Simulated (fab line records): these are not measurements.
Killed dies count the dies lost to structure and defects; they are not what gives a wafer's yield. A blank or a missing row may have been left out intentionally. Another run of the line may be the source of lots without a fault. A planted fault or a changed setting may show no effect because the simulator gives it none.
A lot that was struck, set against a sound lot + flow sky130 + 15 steps out of a route of 708
Sound: the wafers L540.2, L540.3, L540.5. Wafers struck: L556.1, L556.5, L556.6. The cause is named last.
Per side, at each step with rows, come the tool, then ch with its chambers, and then its first start. Under that, the readings that differ: sound wafers + struck wafers + difference of the means + sigmas: that difference in standard deviations of wafers without a fault.
alike: words and numbers the same on both sides, and readings whose means are apart by under 2 such deviations; not compared: readings that were withheld, readings missing a value for some wafer, numbers with overlapping values and no deviation given by the record, and bounds like >300 which may hide the same value.
The two part at a step that has a row with sigmas, a row that says differs or no value, or rows on one side only. Non-overlapping numbers with no deviation appear without sigmas and do not part them. A reading missing from all wafers of one side parts the sides only when that side holds two or more wafers.

first, 4 steps without rows for these wafers: SKY_LDD_N_SOFTBAKE_03 (time 60 s); SKY_LDD_N_EXPOSE_04 (exposes mask NTM, target cd 840 nm); SKY_LDD_N_PEB_05; SKY_LDD_N_DEVELOP_06 (develop time 60 s).
SKY_LDD_N_OVL_MEAS_07:
  sound on overlay-02, day 19 01:13; struck on overlay-01, day 24 07:16
  alike: LDD_N_OVL
then, 7 steps without rows for these wafers: SKY_LDD_N_IMPLANT_08; SKY_LDD_N_IMPLANT_09; SKY_LDD_N_IMPLANT_10; SKY_LDD_N_IMPLANT_11; SKY_LDD_N_IMPLANT_12; SKY_LDD_N_IMPLANT_13; SKY_LDD_N_IMPLANT_14.
SKY_LDD_N_IMPLANT_15:
  sound on implanter-04 ch 0, day 19 02:19; struck on implanter-02 ch 0, day 24 08:20
| reading            | sound                         | struck                       | difference | sigmas      |
|--------------------|-------------------------------|------------------------------|------------|-------------|
| dose ions cm2      | 4.999e+12 5.001e+12 5.003e+12 | 3.62e+12 3.626e+12 3.628e+12 | -1.38e+12  | -99 or more |
| faraday current uA | 28.6 27.8 28.0                | 20.3 21.0 20.8               | -7.4       | -13         |
  alike: tilt deg
SKY_LDD_N_STRIP_16: strips in O2/N2.
  sound on plasma asher-03 ch 0, day 19 02:26; struck on plasma asher-03 ch 0,1, day 24 08:29
  alike: drypump motor current A, o2 flow sccm, oes product au, strip time to endpoint s
  not compared: rf hours counter h
-- the record jumps here: 26 days lie between the struck wafers' starts before and after (it left off in module LDD_N and takes up again in module PAD_OPEN, whose first step shown is number 708 of the route) --
SKY_PAD_OPEN_PROBE_99:
  sound on prober-01, day 46 17:36; struck on prober-01, day 50 02:26
| reading                                   | sound                | struck               | difference | sigmas |
|-------------------------------------------|----------------------|----------------------|------------|--------|
| model.etest.nfet_01v8_turned.vt sat v (V) | 0.6482 0.6518 0.6476 | 0.6203 0.6278 0.6319 | -0.0225    |        |
  alike: killed_at_M0_to_M3, killed_at_M4_up, killed at contacts, killed at front end, killed at other, killed dies, killed open, killed short

## WHERE THEY PART
At SKY_LDD_N_IMPLANT_15 and nowhere else, as far as this record goes. Later steps at which nothing parts them and some readings are alike: SKY_LDD_N_STRIP_16, SKY_PAD_OPEN_PROBE_99.

WHY: whatever the simulator had introduced
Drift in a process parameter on implanter-02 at SKY_LDD_N_IMPLANT_15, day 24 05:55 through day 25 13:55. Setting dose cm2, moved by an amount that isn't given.
